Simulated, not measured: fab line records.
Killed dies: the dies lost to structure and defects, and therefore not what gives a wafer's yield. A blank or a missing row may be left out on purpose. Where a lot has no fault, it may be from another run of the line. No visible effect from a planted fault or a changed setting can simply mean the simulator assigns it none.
fab line records	flow sky130
record: lots: 6	wafers: 18	last-day: 50
route steps=708 shown POLY_GATE@222 PAD_OPEN@708
lots that met no fault: from a run of the same line without faults
start-h: hours from the record's opening day to when the first of the lot's shown wafers began	wait-h: time in hours since the lot's previous step	" same as the row above	L1.1+2: a single row standing in for several wafers	- no value present, or no start provided	* or withheld: withheld	< > ~ a bound
route shown NAME@n: NAME is a module with steps in the file, n the number in the route of the first one	usual: average and standard deviation across the fault-free wafers	same: alike in all rows	chamber/n: place in a boat	sites: readings site by site	_std_site: their standard deviation	_edge_site: mean of outer sites minus mean of inner sites	radius-mm: how far each site lies from the wafer's centre	mask NAME#n: copy n	behind: the tool/chamber that last shaped the wafer	hold: the reason the lot was held/the length of the hold in hours/how it ended	device: the n, p or np transistor that did not switch	end of line: the route-end tests of the same wafers	a step with no rows: only its recipe	killed: the dies lost at the first sort to structure and to defects; this is not the yield of the wafer	map: per-die view of a wafer (x killed, . not killed, _ where there is no die)
set.NAME: the setting as run; set.NAME@STEP: as run at that earlier step	model.NAME: the simulator's own value behind a step, which no gauge read
lots seen at some steps along the route; tables by step, rows by wafer
services: a tool's chamber out of use, with start hour (start-h, from the record's first day; less than 0 if before it), hours out, and reason
== steps ==
step: SKY_POLY_GATE_COAT_08
recipe: resist: KrF-thick	spin-rpm: 3000	resist-thk-nm: 450
step: SKY_POLY_GATE_SOFTBAKE_09
recipe: temp-c: 100	time-s: 90	resist: KrF-thick
step: SKY_POLY_GATE_EXPOSE_10
recipe: mask-id: P1M	na: 0.68	source-shape: conventional	sigma-outer: 0.6	target-cd-nm: 150	dose-mj: 28
step: SKY_POLY_GATE_PEB_11
recipe: peb-temp-c: withheld	peb-time-s: withheld	resist: KrF-thick
step: SKY_POLY_GATE_DEVELOP_12
recipe: develop-time-s: 60	resist: KrF-thick	dev-temp-c: 19.81
step: SKY_POLY_GATE_CD_MEAS_13
recipe: target-cd-nm: 150
usual: cd-nm: 149.6/1.3
lot.wafer	tool	chamber	start-h	wait-h	cd-nm
L728.1	cd-sem-01	-	407.95	-	149.7
L728.2	"	-	"	"	148.8
L728.5	"	-	"	"	148.9
L737.3	cd-sem-01	-	490.19	-	150.5
L737.4	"	-	"	"	150.2
L737.6	"	-	"	"	150.2
L741.1	cd-sem-02	-	522.22	-	147.6
L741.5	"	-	"	"	146.9
L741.6	"	-	"	"	146.5
L742.1	cd-sem-02	-	530.59	-	151.9
L742.2	"	-	"	"	152.5
L742.5	"	-	"	"	152.4
L744.3	cd-sem-02	-	546.38	-	147.7
L744.5	"	-	"	"	147.7
L744.6	"	-	"	"	148.1
L747.2	cd-sem-02	-	566.04	-	148.1
L747.4	"	-	"	"	148.3
L747.5	"	-	"	"	150.2
step: SKY_POLY_GATE_OVL_MEAS_14
usual: POLY_GATE_OVL: -1/5.2
lot.wafer	tool	chamber	start-h	wait-h	POLY_GATE_OVL[nm]
L728.1	overlay-01	-	408.07	0.1	6
L728.2	"	-	"	"	4
L728.5	"	-	"	"	14
L737.3	overlay-01	-	490.28	0.1	1
L737.4	"	-	"	"	-2
L737.6	"	-	"	"	2
L741.1	overlay-01	-	522.36	0.1	4
L741.5	"	-	"	"	3
L741.6	"	-	"	"	4
L742.1	overlay-01	-	530.71	0.1	-5
L742.2	"	-	"	"	-3
L742.5	"	-	"	"	-9
L744.3	overlay-02	-	546.47	0.1	-6
L744.5	"	-	"	"	-2
L744.6	"	-	"	"	-2
L747.2	overlay-02	-	566.15	0.1	-5
L747.4	"	-	"	"	0
L747.5	"	-	"	"	-10
step: SKY_POLY_GATE_ETCH_15
recipe: chemistry: N2/H2	target: BARC	ion-energy-ev: 200	source-w: 500	bias-w: 100	pressure-mtorr: 30	n2-flow-sccm: 100	h2-flow-sccm: 200	stop-on: SiO2	time-s: 118.5	target-depth-a: 1100
usual: drypump-motor-current-A: 5.9/0.4	oes-product-au: 0.716/0.005	rf-fwd-power-W: 497.3/1.8	throttle-valve-pct: 13.211/0.0079
lot.wafer	tool	chamber	start-h	wait-h	drypump-motor-current-A	oes-product-au	rf-fwd-power-W	rf-hours-counter-h	throttle-valve-pct
L728.1	rie-diel-04	1	408.11	0.0	6.7	0.723	498.3	74	13.206
L728.2	"	3	"	"	5.5	0.719	500.9	88	13.208
L728.5	"	3	"	"	5.5	0.716	501.8	-	13.216
L737.3	rie-diel-03	2	490.31	0.0	5.6	0.707	497.3	5	13.207
L737.4	"	3	"	"	5.5	0.720	497.1	1	13.213
L737.6	"	0	"	"	5.7	0.721	498.5	-	13.223
L741.1	rie-diel-04	2	522.39	0.0	6.4	0.713	496.2	2	13.216
L741.5	"	1	"	"	6.7	0.718	495.8	-	13.212
L741.6	"	2	"	"	6.3	0.725	498.0	-	13.206
L742.1	rie-diel-02	0	530.74	0.0	5.7	0.720	496.5	8	13.215
L742.2	"	2	"	"	5.6	0.713	493.3	10	13.217
L742.5	"	0	"	"	5.7	0.719	496.6	-	13.225
L744.3	rie-diel-03	2	546.49	0.0	5.6	0.710	497.9	6	13.213
L744.5	"	0	"	"	5.7	0.705	500.9	-	13.207
L744.6	"	3	"	"	5.5	0.722	502.5	-	13.221
L747.2	rie-diel-02	0	566.18	0.0	5.7	0.711	496.3	9	13.199
L747.4	"	1	"	"	5.9	0.720	495.8	-	13.209
L747.5	"	0	"	"	5.6	0.721	496.6	-	13.214
step: SKY_POLY_GATE_ETCH_16
recipe: stop-on: poly-Si	chemistry: CH3F/O2	target: Si3N4	source-w: 400	bias-w: 80	pressure-mtorr: 25	ch3f-flow-sccm: 40	O2_flow_sccm: 30	time-s: 147.5	target-depth-a: 750
usual: drypump-motor-current-A: 5.9/0.4	oes-product-au: 0.642/0.0051	rf-fwd-power-W: 398.3/1.4	throttle-valve-pct: 10.535/0.009
lot.wafer	tool	chamber	start-h	wait-h	drypump-motor-current-A	oes-product-au	rf-fwd-power-W	rf-hours-counter-h	throttle-valve-pct
L728.1	rie-diel-04	1	408.19	0.0	6.6	0.646	395.6	74	10.542
L728.2	"	3	"	"	5.5	0.647	399.3	88	10.539
L728.5	"	3	"	"	5.5	0.642	399.6	-	10.517
L737.3	rie-diel-03	2	490.39	0.0	5.6	0.643	398.3	5	10.517
L737.4	"	3	"	"	5.5	0.643	399.5	1	10.538
L737.6	"	0	"	"	5.7	0.639	398.7	-	10.546
L741.1	rie-diel-04	2	522.52	0.1	6.3	0.652	395.8	3	10.530
L741.5	"	1	"	"	6.7	0.650	397.3	-	10.546
L741.6	"	2	"	"	6.3	0.644	396.1	-	10.539
L742.1	rie-diel-02	0	530.83	0.0	5.7	0.646	400.3	8	10.538
L742.2	"	2	"	"	5.6	0.652	397.6	10	10.534
L742.5	"	0	"	"	5.6	0.642	398.5	-	10.541
L744.3	rie-diel-03	2	546.58	0.0	5.6	0.644	399.0	6	10.538
L744.5	"	0	"	"	5.7	0.638	397.8	-	10.536
L744.6	"	3	"	"	5.5	0.647	397.1	-	10.532
L747.2	rie-diel-02	0	566.26	0.0	5.7	0.639	398.6	9	10.546
L747.4	"	1	"	"	5.9	0.640	397.1	-	10.529
L747.5	"	0	"	"	5.6	0.650	401.2	-	10.535
step: SKY_POLY_GATE_ETCH_17
recipe: target-depth-nm: 180	stop-on: SiO2	over-etch-frac: 0.56667	chemistry: HBr/Cl2	target: poly-Si	icp-w: 400	bias-w: 100	pressure-mtorr: 10	HBr_flow_sccm: 150	Cl2_flow_sccm: 50	time-s: 70.5
usual: HBr_flow_sccm: 150.0/0.43	drypump-motor-current-A: 5.7/0.51	oes-product-au: 0.985/0.0081	rf-fwd-power-W: 396.6/1.6	throttle-valve-pct: 33.684/0.0097
same: over-etch-frac: 0.56667
lot.wafer	tool	chamber	start-h	wait-h	HBr_flow_sccm	drypump-motor-current-A	oes-product-au	rf-fwd-power-W	rf-hours-counter-h	throttle-valve-pct
L728.1	rie-si-01	1	408.29	0.0	149.9	5.8	0.978	397.2	14	33.696
L728.2	"	3	"	"	150.0	5.9	0.991	394.3	7	33.689
L728.5	"	1	"	"	149.6	5.8	0.978	397.7	-	33.682
L737.3	rie-si-01	1	490.49	0.0	149.7	5.8	0.976	398.3	14	33.673
L737.4	"	0	"	"	150.5	5.2	0.984	399.4	1	33.679
L737.6	"	2	"	"	150.2	5.0	0.984	397.4	-	33.694
L741.1	rie-si-01	2	522.66	0.1	150.1	5.0	0.979	394.4	2	33.686
L741.5	"	3	"	"	149.5	5.8	0.983	393.1	-	33.684
L741.6	"	2	"	"	149.6	5.0	0.982	396.8	-	33.678
L742.1	rie-si-02	2	530.92	0.0	149.5	5.5	0.992	398.2	2	33.692
L742.2	"	0	"	"	149.5	5.4	0.989	395.0	0	33.684
L742.5	"	0	"	"	149.3	5.4	0.993	395.9	-	33.693
L744.3	rie-si-02	1	546.67	0.0	149.5	6.2	0.985	400.8	1	33.669
L744.5	"	3	"	"	150.2	6.5	0.986	396.8	-	33.686
L744.6	"	2	"	"	149.7	5.5	0.999	393.9	-	33.688
L747.2	rie-si-01	1	566.36	0.0	150.1	5.7	0.982	397.5	14	33.687
L747.4	"	3	"	"	150.0	5.9	0.994	394.6	8	33.683
L747.5	"	3	"	"	149.8	5.9	0.989	394.0	-	33.688
step: SKY_POLY_GATE_STRIP_18
recipe: chemistry: O2/N2	power-w: 1400	pressure-mtorr: 1500	platen-temp-c: withheld	o2-flow-sccm: 3000	n2-flow-sccm: 300	overash-fraction: 0.5
usual: drypump-motor-current-A: 5.5/0.35	oes-product-au: 0.361/0.0048	strip-time-to-endpoint-s: 3.18/0.045
lot.wafer	tool	chamber	start-h	wait-h	drypump-motor-current-A	oes-product-au	rf-hours-counter-h	strip-time-to-endpoint-s
L728.1	plasma-asher-01	1	408.35	0.0	5.6	0.364	66	3.22
L728.2	"	0	"	"	5.7	0.360	66	3.15
L728.5	"	0	"	"	5.7	0.359	-	3.18
L737.3	plasma-asher-01	1	490.58	0.1	5.7	0.365	-	3.21
L737.4	"	0	"	"	5.7	0.357	-	3.13
L737.6	"	0	"	"	5.7	0.364	-	3.20
L741.1	plasma-asher-01	0	522.72	0.0	5.7	0.362	8	3.21
L741.5	"	0	"	"	5.7	0.366	-	3.24
L741.6	"	1	"	"	5.6	0.361	-	3.23
L742.1	plasma-asher-02	0	530.98	0.0	5.6	0.359	41	3.16
L742.2	"	1	"	"	5.2	0.353	41	3.12
L742.5	"	0	"	"	5.6	0.366	-	3.17
L744.3	plasma-asher-02	1	546.76	0.1	5.2	0.354	-	3.14
L744.5	"	0	"	"	5.6	0.363	-	3.17
L744.6	"	1	"	"	5.2	0.359	-	3.07
L747.2	plasma-asher-04	0	566.41	0.0	6.0	0.362	86	3.23
L747.4	"	1	"	"	5.0	0.364	-	3.18
L747.5	"	1	"	"	5.0	0.360	-	3.18
step: SKY_POLY_GATE_CLEAN_19
recipe: chemistry: SC1/SC2	mix: 1:4:20	temp-c: 70	time-s: 150	dry: n2-spin
step: SKY_POLY_GATE_OXIDATION_20
recipe: temp-c: 850	ambient: O2	stabilise-s: 600	purge-s: 300	target-thk-a: 40	ox-time-s: 899
usual: spike-tc-bottom-C: 870.2/2.3	spike-tc-centre-C: 851.1/1.2	spike-tc-lower-C: 852.2/1.2	spike-tc-top-C: 862.0/1.3	spike-tc-upper-C: 850.2/1.1	tube-center-temp-C: 850/0.082	tube_center_temp_C_max: 852.2/0.38	zone-power-bottom-pct: 23/3.1	zone-power-lower-pct: 16.6/0.75
same: ox-time-s: 899
lot.wafer	tool	chamber	start-h	wait-h	spike-tc-bottom-C	spike-tc-centre-C	spike-tc-lower-C	spike-tc-top-C	spike-tc-upper-C	tube-center-temp-C	tube_center_temp_C_max	zone-power-bottom-pct	zone-power-lower-pct	model.SiO2_of_POLY_GATE_OXIDATION_20.thk-nm
L728.1	furnace-02	0	409.18	0.7	868.1	850.6	853.5	861.4	850.8	850	852.6	26	16.0	3.779
L728.2	"	0	"	"	868.6	851.1	852.7	864.0	851.9	849.95	852.3	26	16.0	3.798
L728.5	"	0	"	"	869.2	849.8	850.9	860.5	849.9	849.9	852.5	27	15.6	3.9
L737.3	furnace-02	0	490.70	0.0	868.7	849.0	853.8	863.1	851.1	850.16	852.6	26	16.1	4.072
L737.4	"	0	"	"	866.2	851.0	852.1	861.2	849.3	850.02	852.6	26	15.8	4.068
L737.6	"	0	"	"	865.7	851.6	853.4	859.3	852.2	850.15	852.5	26	15.9	4.017
L741.1	furnace-02	0	522.87	0.0	880.3	863.6	863.8	871.7	861.1	861.59	863.2	27	16.5	4.716
L741.5	"	0	"	"	879.3	860.2	864.8	870.7	862.7	861.53	863.8	26	16.3	4.705
L741.6	"	0	"	"	880.8	861.5	863.5	873.5	863.3	861.72	864.2	27	16.3	4.76
L742.1	furnace-02	0	531.26	0.1	880.4	863.2	865.3	872.2	861.0	861.57	863.8	27	16.6	4.749
L742.2	"	0	"	"	876.5	861.6	864.6	875.0	862.6	861.48	863.5	27	16.1	4.733
L742.5	"	0	"	"	877.1	860.9	863.3	873.0	860.6	861.63	863.7	27	16.3	4.739
L744.3	furnace-01	0	546.88	0.0	873.1	849.7	851.9	862.9	849.0	849.92	851.7	20	17.0	4.12
L744.5	"	0	"	"	871.3	850.2	852.4	861.1	850.3	850.14	852.7	20	17.3	4.114
L744.6	"	0	"	"	871.2	852.3	850.1	861.9	849.1	849.93	852.4	20	17.3	4.118
L747.2	furnace-01	0	566.57	0.0	874.5	849.2	850.3	861.8	850.8	849.89	851.6	19	17.0	3.986
L747.4	"	0	"	"	873.4	851.6	853.3	862.3	850.6	849.91	852.1	20	17.6	4.007
L747.5	"	0	"	"	870.3	853.7	850.4	861.2	852.4	849.93	851.5	20	17.2	4.029
step: SKY_POLY_GATE_THK_MEAS_21
recipe: reads: SiO2_of_POLY_GATE_OXIDATION_20
usual: POLY_GATE_OXIDATION_THK: 4.03/0.1
lot.wafer	tool	chamber	start-h	wait-h	hold	POLY_GATE_OXIDATION_THK[nm]
L728.1	film-metro-01	-	410.43	0.0	-	3.84
L728.2	"	-	"	"	-	3.78
L728.5	"	-	"	"	-	3.92
L737.3	film-metro-02	-	491.97	0.0	-	4.06
L737.4	"	-	"	"	-	4.08
L737.6	"	-	"	"	-	3.99
L741.1	film-metro-04	-	524.12	0.0	await-dispo/0.2h/release	4.77
L741.5	"	-	"	"	await-dispo/0.2h/release	4.75
L741.6	"	-	"	"	await-dispo/0.2h/release	4.78
L741.1	film-metro-04	-	524.35	0.2	-	4.70
L741.5	"	-	"	"	-	4.77
L741.6	"	-	"	"	-	4.78
L742.1	film-metro-02	-	532.51	0.0	await-dispo/0.2h/release	4.75
L742.2	"	-	"	"	await-dispo/0.2h/release	4.75
L742.5	"	-	"	"	await-dispo/0.2h/release	4.73
L742.1	film-metro-02	-	532.78	0.3	-	4.70
L742.2	"	-	"	"	-	4.72
L742.5	"	-	"	"	-	4.76
L744.3	film-metro-01	-	548.15	0.0	-	4.16
L744.5	"	-	"	"	-	4.12
L744.6	"	-	"	"	-	4.16
L747.2	film-metro-01	-	567.83	0.0	-	4.00
L747.4	"	-	"	"	-	4.01
L747.5	"	-	"	"	-	4.04
step: SKY_POLY_GATE_CD_MEAS_22
usual: cd-nm: 149.6/2
lot.wafer	tool	chamber	start-h	wait-h	hold	cd-nm
L728.1	cd-sem-02	-	410.49	0.1	-	152.1
L728.2	"	-	"	"	-	150.3
L728.5	"	-	"	"	-	149.9
L737.3	cd-sem-01	-	492.06	0.1	-	152.0
L737.4	"	-	"	"	-	149.9
L737.6	"	-	"	"	-	152.4
L741.1	cd-sem-02	-	526.09	1.7	await-dispo/1.7h/release	147.2
L741.5	"	-	"	"	await-dispo/1.7h/release	149.8
L741.6	"	-	"	"	await-dispo/1.7h/release	146.2
L742.1	cd-sem-01	-	536.27	3.5	await-dispo/3.3h/release	150.1
L742.2	"	-	"	"	await-dispo/3.3h/release	152.2
L742.5	"	-	"	"	await-dispo/3.3h/release	153.1
L744.3	cd-sem-02	-	548.25	0.1	-	150.2
L744.5	"	-	"	"	-	152.3
L744.6	"	-	"	"	-	146.8
L747.2	cd-sem-02	-	567.91	0.1	-	147.7
L747.4	"	-	"	"	-	148.1
L747.5	"	-	"	"	-	150.1
step: SKY_PAD_OPEN_PROBE_99
usual: killed_at_M0_to_M3: 45/7.1	killed_at_M4_up: 3.0/1.8	killed-at-contacts: 24/5.4	killed-at-front-end: 16/4.9	killed-at-other: 0.3/0.63	killed-dies: 88/11	killed-open: 47/7.4	killed-short: 40/7
same: gross-dies: 492	killed-at-back-side: 0
lot.wafer	tool	chamber	start-h	wait-h	killed_at_M0_to_M3	killed_at_M4_up	killed-at-contacts	killed-at-front-end	killed-at-other	killed-dies	killed-open	killed-short	model.etest.tip-sonos.rs-ohm-sq	model.etest.tip-n.rs-ohm-sq
L728.1	prober-01	-	1100.90	0.1	59	1	33	20	0	113	58	55	2632	441.2
L728.2	prober-01	-	1100.95	0.1	46	4	29	23	0	102	49	52	2621	436.9
L728.5	prober-01	-	1101.10	0.2	38	2	26	27	1	94	46	47	2669	439.3
L737.3	prober-02	-	1155.10	0.2	43	3	18	14	0	78	47	31	2589	441.4
L737.4	prober-02	-	1155.15	0.2	30	2	19	20	1	72	32	40	2608	442.8
L737.6	prober-02	-	1155.25	0.2	57	0	15	17	0	89	38	51	2641	436.5
L741.1	prober-02	-	1173.20	0.1	63	0	23	16	0	102	55	46	2735	458.9
L741.5	prober-02	-	1173.40	0.2	60	3	21	19	0	103	63	39	2767	458.5
L741.6	prober-02	-	1173.45	0.2	56	5	27	16	0	104	59	45	2807	463.3
L742.1	prober-01	-	1177.64	0.1	39	1	17	10	0	67	31	36	2718	455.5
L742.2	prober-01	-	1177.69	0.1	43	3	22	14	0	82	37	45	2757	459
L742.5	prober-01	-	1177.84	0.2	42	4	23	10	0	79	43	36	2718	457.8
L744.3	prober-01	-	1184.79	0.2	48	3	31	8	0	90	46	44	2640	443.7
L744.5	prober-01	-	1184.89	0.2	37	2	20	11	1	71	37	34	2653	447.9
L744.6	prober-01	-	1184.94	0.2	49	2	25	10	1	87	46	41	2662	446.9
L747.2	prober-02	-	1197.56	0.1	51	0	33	17	0	101	52	49	2642	444.6
L747.4	prober-02	-	1197.66	0.2	34	4	20	9	0	67	39	28	2636	442.4
L747.5	prober-02	-	1197.71	0.2	40	5	24	10	0	79	44	35	2609	441.6
killed by level:class
L728.1 VIA1:geometric-particle:open=12 LI_CONTACT:geometric-particle:open=11 CONTACT:geometric-particle:open=11 VIA1:geometric-particle:short=9 METAL2:geometric-particle:short=9 VIA2:geometric-particle:open=8 CONTACT:geometric-particle:short=7 FIELD_ISO:geometric-particle:open=5
L728.2 CONTACT:geometric-particle:open=13 METAL1:geometric-particle:short=7 VIA1:geometric-particle:open=7 FIELD_ISO:geometric-particle:open=6 LOCAL_INTERCONNECT:geometric-particle:short=6 VIA1:geometric-particle:short=6 VIA3:geometric-particle:open=6 POLY_GATE:geometric-particle:short=5
L728.5 FIELD_ISO:geometric-particle:short=9 CONTACT:geometric-particle:open=8 LI_CONTACT:geometric-particle:open=7 VIA1:geometric-particle:open=7 FIELD_ISO:geometric-particle:open=6 VIA1:geometric-particle:short=6 POLY_GATE:geometric-particle:open=5 VIA3:geometric-particle:open=5
L737.3 VIA1:geometric-particle:open=11 METAL1:geometric-particle:short=8 POLY_GATE:geometric-particle:open=7 CONTACT:geometric-particle:open=7 METAL2:geometric-particle:short=6 VIA2:geometric-particle:open=5 LOCAL_INTERCONNECT:geometric-particle:short=4 METAL1:geometric-particle:open=4
L737.4 CONTACT:geometric-particle:open=8 POLY_GATE:geometric-particle:short=6 METAL1:geometric-particle:short=6 FIELD_ISO:geometric-particle:open=5 FIELD_ISO:geometric-particle:short=5 VIA3:geometric-particle:short=5 METAL2:geometric-particle:short=5 VIA2:geometric-particle:open=5
L737.6 VIA1:geometric-particle:open=13 METAL1:geometric-particle:short=9 METAL2:geometric-particle:short=8 VIA1:geometric-particle:short=6 POLY_GATE:geometric-particle:short=5 LI_CONTACT:geometric-particle:short=5 VIA2:geometric-particle:open=5 FIELD_ISO:geometric-particle:open=4
L741.1 VIA1:geometric-particle:open=15 VIA2:geometric-particle:open=11 CONTACT:geometric-particle:open=7 VIA1:geometric-particle:short=7 METAL2:geometric-particle:short=6 LI_CONTACT:geometric-particle:open=5 LOCAL_INTERCONNECT:geometric-particle:short=5 METAL1:geometric-particle:short=5
L741.5 VIA1:geometric-particle:open=19 VIA2:geometric-particle:open=12 POLY_GATE:geometric-particle:open=7 CONTACT:geometric-particle:open=6 VIA1:geometric-particle:short=6 VIA2:geometric-particle:short=5 LI_CONTACT:geometric-particle:open=5 METAL1:geometric-particle:short=4
L741.6 VIA2:geometric-particle:open=13 LI_CONTACT:geometric-particle:open=12 VIA1:geometric-particle:open=10 CONTACT:geometric-particle:short=7 VIA1:geometric-particle:short=6 METAL3:geometric-particle:short=6 VIA3:geometric-particle:open=6 POLY_GATE:geometric-particle:open=5
L742.1 VIA1:geometric-particle:open=13 LI_CONTACT:geometric-particle:open=7 VIA1:geometric-particle:short=6 METAL1:geometric-particle:short=6 CONTACT:geometric-particle:short=4 FIELD_ISO:geometric-particle:short=3 SONOS_ONO:geometric-particle:short=3 LOCAL_INTERCONNECT:geometric-particle:short=3
L742.2 METAL2:geometric-particle:short=9 LI_CONTACT:geometric-particle:open=8 VIA3:geometric-particle:open=8 CONTACT:geometric-particle:short=7 FIELD_ISO:geometric-particle:short=6 VIA1:geometric-particle:open=6 CONTACT:geometric-particle:open=5 FIELD_ISO:geometric-particle:open=4
L742.5 VIA1:geometric-particle:open=13 CONTACT:geometric-particle:open=9 VIA2:geometric-particle:open=8 LI_CONTACT:geometric-particle:open=7 FIELD_ISO:geometric-particle:short=5 POLY_GATE:geometric-particle:short=4 LI_CONTACT:geometric-particle:short=4 METAL1:geometric-particle:short=4
L744.3 CONTACT:geometric-particle:open=13 VIA2:geometric-particle:open=8 METAL2:geometric-particle:short=7 LI_CONTACT:geometric-particle:short=6 METAL1:geometric-particle:short=6 VIA3:geometric-particle:open=6 LI_CONTACT:geometric-particle:open=5 VIA1:geometric-particle:open=5
L744.5 VIA2:geometric-particle:open=9 CONTACT:geometric-particle:open=7 VIA3:geometric-particle:open=7 CONTACT:geometric-particle:short=6 LI_CONTACT:geometric-particle:open=5 POLY_GATE:geometric-particle:short=4 METAL3:geometric-particle:short=4 METAL1:geometric-particle:short=4
L744.6 VIA2:geometric-particle:open=10 VIA3:geometric-particle:open=10 CONTACT:geometric-particle:open=8 METAL1:geometric-particle:short=7 LI_CONTACT:geometric-particle:open=6 LOCAL_INTERCONNECT:geometric-particle:short=6 METAL2:geometric-particle:short=6 VIA1:geometric-particle:open=5
L747.2 VIA3:geometric-particle:open=11 CONTACT:geometric-particle:open=10 VIA1:geometric-particle:short=8 VIA1:geometric-particle:open=8 FIELD_ISO:geometric-particle:short=6 CONTACT:geometric-particle:short=6 METAL1:geometric-particle:short=6 VIA2:geometric-particle:open=6
L747.4 VIA1:geometric-particle:open=9 CONTACT:geometric-particle:open=7 VIA3:geometric-particle:open=6 METAL2:geometric-particle:short=6 LI_CONTACT:geometric-particle:open=4 FIELD_ISO:geometric-particle:short=3 VIA1:geometric-particle:short=3 LI_CONTACT:geometric-particle:short=3
L747.5 VIA1:geometric-particle:open=10 LI_CONTACT:geometric-particle:open=9 VIA2:geometric-particle:open=8 CONTACT:geometric-particle:open=7 VIA1:geometric-particle:short=6 METAL2:geometric-particle:short=5 POLY_GATE:geometric-particle:open=4 VIA3:geometric-particle:short=4
== services ==
tool	chamber	start-h	hours	kind
rie-diel-04	2	394.07	-	clean
rie-diel-04	2	394.07	19.5	scheduled-down
rie-si-01	2	403.40	2.8	repair
rie-si-01	2	407.00	2.7	repair
furnace-02	-	419.41	3.8	pm
plasma-asher-01	-	421.25	9.0	pm
rie-diel-02	0	424.68	7.7	repair
rie-diel-03	2	447.26	1.6	repair
plasma-asher-01	-	450.28	7.5	repair
rie-diel-03	3	451.42	5.8	repair
rie-diel-02	-	453.95	2.8	pm
rie-si-02	-	477.50	14.1	repair
rie-diel-03	2	497.40	6.5	repair
plasma-asher-04	-	498.36	2.9	repair
rie-diel-03	-	499.60	2.8	pm
furnace-01	-	504.21	4.2	pm
plasma-asher-02	-	510.40	1.7	repair
furnace-01	-	517.65	3.1	pm
rie-diel-04	0	521.28	4.7	repair
rie-diel-02	1	527.48	17.8	repair
plasma-asher-02	-	540.37	0.8	repair
rie-si-02	-	551.77	2.8	pm
rie-diel-03	0	562.07	3.2	repair
rie-diel-02	2	562.18	18.7	repair
== key ==
first-sign: step: SKY_POLY_GATE_OXIDATION_20	reading: tube-center-temp-C	direction: up	sigmas: 99+	usual: *	struck: *
effect: step: SKY_POLY_GATE_OXIDATION_20	reading: tube_center_temp_C_max	direction: up	sigmas: 30	usual: *	struck: *
effect: step: SKY_POLY_GATE_THK_MEAS_21	reading: visit	direction: added
effect: step: SKY_POLY_GATE_THK_MEAS_21	reading: POLY_GATE_OXIDATION_THK	direction: up	sigmas: 7.2	usual: 4.03	struck: 4.75
model-effect: step: SKY_POLY_GATE_OXIDATION_20	value: SiO2_of_POLY_GATE_OXIDATION_20.thk-nm	without: 4.113	struck: 4.734
model-effect: step: SKY_PAD_OPEN_PROBE_99	value: etest.tip-sonos.rs-ohm-sq	without: 2646	struck: 2750
met-at SKY_POLY_GATE_OXIDATION_20
struck-wafers L741.1,L741.5,L741.6,L742.1,L742.2,L742.5
tester-left-out L741,L742
onset-between 490.70 522.87
fault: kind: process-parameter-drift	tool: furnace-02	chamber: -	onset-h: 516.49	steps: SKY_POLY_GATE_OXIDATION_20	channel: temp-c	offset: *	shape: step	end-h: 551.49	acts-in: *	stated: *
tester-left-out: of these lots the tester's yield and bins aren't shown, on N5 and GAA mostly nor the transistor test; their killed dies are dies lost to structure and defects alone, not to doping, threshold or leakage, so they don't give the yield
